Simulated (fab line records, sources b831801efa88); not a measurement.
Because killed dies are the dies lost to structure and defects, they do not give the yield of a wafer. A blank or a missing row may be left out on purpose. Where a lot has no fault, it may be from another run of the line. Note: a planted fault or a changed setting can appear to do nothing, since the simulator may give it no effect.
Chamber matching / flow gf180mcu / GF_V5_CMP_26 on cmp-01: 4 sister chambers
The step polishes, stops on SiO2, t overpolish 15 s, target thk 0 nm. 8 wafers are shown with their chamber, then 7 later ones without.

## WAFERS, EACH WITH ITS CHAMBER
wafer=L653.6; chamber=0; time_to_endpoint_s (s)=89; motor_current_A (A)=10.5
wafer=L655.1; chamber=3; time_to_endpoint_s (s)=87; motor_current_A (A)=11.1
wafer=L655.5; chamber=2; time_to_endpoint_s (s)=90; motor_current_A (A)=10.8
wafer=L656.2; chamber=3; time_to_endpoint_s (s)=80; motor_current_A (A)=10.5
wafer=L656.3; chamber=1; time_to_endpoint_s (s)=78; motor_current_A (A)=10.2
wafer=L656.5; chamber=0; time_to_endpoint_s (s)=84; motor_current_A (A)=9.9
wafer=L658.3; chamber=1; time_to_endpoint_s (s)=79; motor_current_A (A)=10.2
wafer=L658.5; chamber=2; time_to_endpoint_s (s)=87; motor_current_A (A)=11.2

## WAFERS WHOSE CHAMBER IS MISSING
wafer=L658.6; time_to_endpoint_s (s)=77; motor_current_A (A)=9.9
wafer=L659.1; time_to_endpoint_s (s)=85; motor_current_A (A)=10.6
wafer=L659.5; time_to_endpoint_s (s)=85; motor_current_A (A)=10.7
wafer=L659.6; time_to_endpoint_s (s)=83; motor_current_A (A)=10.2
wafer=L660.1; time_to_endpoint_s (s)=78; motor_current_A (A)=10.0
wafer=L660.4; time_to_endpoint_s (s)=85; motor_current_A (A)=10.8
wafer=L660.6; time_to_endpoint_s (s)=76; motor_current_A (A)=10.0

## WHICH CHAMBER EACH ONE RAN IN
wafer=L658.6; from the rows above=1; in truth=1
wafer=L659.1; from the rows above=can't be placed: 3 or 0 or 2 or 1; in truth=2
wafer=L659.5; from the rows above=can't be placed: 3 or 2 or 0 or 1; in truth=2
wafer=L659.6; from the rows above=can't be placed: 0 or 1 or 3 or 2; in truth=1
wafer=L660.1; from the rows above=1; in truth=1
wafer=L660.4; from the rows above=can't be placed: 3 or 2 or 0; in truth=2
wafer=L660.6; from the rows above=1; in truth=1
Placed correctly: 3 of 7. Unplaceable from these rows: 4, with the true chamber sitting among the candidates in 4. Wrongly placed: 0.
How it was worked out, from the rows above alone: a wafer's distance from a chamber is the root of the sum, over the readings, of the square of ((its reading less the chamber's mean) divided by the reading's scatter). If the next closest chamber is less than 2 further off than the closest, the wafer can't be placed; otherwise it belongs to the closest. Each chamber's mean is taken over the wafers shown for it. The scatter: take each reading less its chamber's mean, square it, sum over the shown wafers, divide by the number of wafers less the number of chambers, and take the root.
